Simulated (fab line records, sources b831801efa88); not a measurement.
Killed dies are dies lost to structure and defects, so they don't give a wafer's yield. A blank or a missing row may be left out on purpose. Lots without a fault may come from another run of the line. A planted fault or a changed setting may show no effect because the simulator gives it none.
Problem report in the 8D (eight disciplines) form, filled by code | flow sky130 | the parts of the form that need people (team, actions taken, sign-off) are left out

1. THE PROBLEM
SD_N_RS at SKY_SD_N_RS_MEAS_16 reads a mean of 67.44 ohm/sq on 1 wafer of 1 lot; wafers without a fault read 68.51 ohm/sq with a standard deviation of 0.16. That is -6.7 standard deviations from the usual mean.
The step: measures by four-point-probe.
First seen on wafer L230.4, day 33 08:26, on film_metro-02. The record holds 34 wafers of 12 lots with a number at this step. Rule for "out", or "out of limits": more than 4 standard deviations from the usual mean. The other wafers with a number count as sound.

2. WHAT IT IS AND WHAT IT IS NOT
question                    | is                     | is not
which readings at this step | SD_N_RS                | -
which lots                  | L230                   | L214, L215, L216, L218, L220, L221, L223, L228, L233, L235, L237
which wafers of those lots  | all that have a number | -
read on which gauges        | film_metro-02          | film_metro-03, film_metro-04
when                        | from day 33 08:26      | up to then (24 sound wafers); but 9 sound wafers of L233, L235, L237 came after

3. SUSPECTS, AND WHAT RULES EACH OUT
Counting: a tool at a process step up to the reading stays a suspect if it ran every lot that is out and no sound lot after the first of them.
- the gauge at SKY_SD_N_RS_MEAS_16: ruled out. All the wafers that are out were read on film_metro-02, but those of them that SKY_SD_N_RTA_14 has rows for are out there too, on other tools.
- plasma_asher-03 at SKY_SD_P_STRIP_10 (strips in O2/N2): ruled out as a lasting fault. Sound lots L235, L237 ran on it after its first lot that is out, L230 (day 31 01:38).
- rtp_anneal-02 at SKY_SD_N_RTA_14 (time 2 s): kept. It ran the lot that is out, L230 (day 33 08:13), and no sound lot after that; its last sound lot up to then is L228 (day 32 13:34). Its own readings are out on those wafers: wafer_temp_C_max.
Left after counting: rtp_anneal-02 at SKY_SD_N_RTA_14.

4. THE CAUSE (what the simulator had put in)
Process parameter drift: rtp_anneal-02, from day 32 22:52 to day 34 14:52, at SKY_SD_N_RTA_14. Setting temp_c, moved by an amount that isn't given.
Counting left only this tool.

5. THE CHAIN OF EFFECTS, in route order
Each row: a reading whose mean over the struck wafers that have a number lies more than 3 standard deviations from the usual. Only readings for which the record gives a usual standard deviation are gone through. hours: the time from each lot's start at the first step in this table that gives one to its start at this step, as a median over the lots. sigmas: the change in usual standard deviations.
hours | step                | reading          | usual        | on struck wafers | change | sigmas
0     | SKY_SD_N_RTA_14     | wafer_temp_C_max | 1078.1       | 1084.0           | +5.9   | +4.5
0     | SKY_SD_N_RS_MEAS_16 | SD_N_RS          | 68.51 ohm/sq | 67.44            | -1.07  | -6.7
0     | SKY_SD_N_RS_MEAS_17 | SD_P_RS          | 146.9 ohm/sq | 142.6            | -4.3   | -10
The process steps in it:
- SKY_SD_N_RTA_14: time 2 s.

6. WHAT WOULD HAVE CAUGHT IT SOONER
In this record the first reading out of limits at a measuring or inspecting step was taken at day 33 08:26, 10 hours after the fault began at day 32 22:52.
The tool's own readings at SKY_SD_N_RTA_14 were out on every struck wafer that the step has a row for (wafer_temp_C_max): an alarm limit on them would have fired on the first of those.
All the lots that are out (1) had begun SKY_SD_N_RTA_14 on rtp_anneal-02 by day 33 08:26. A hold on the tool at that time would have spared none of them.
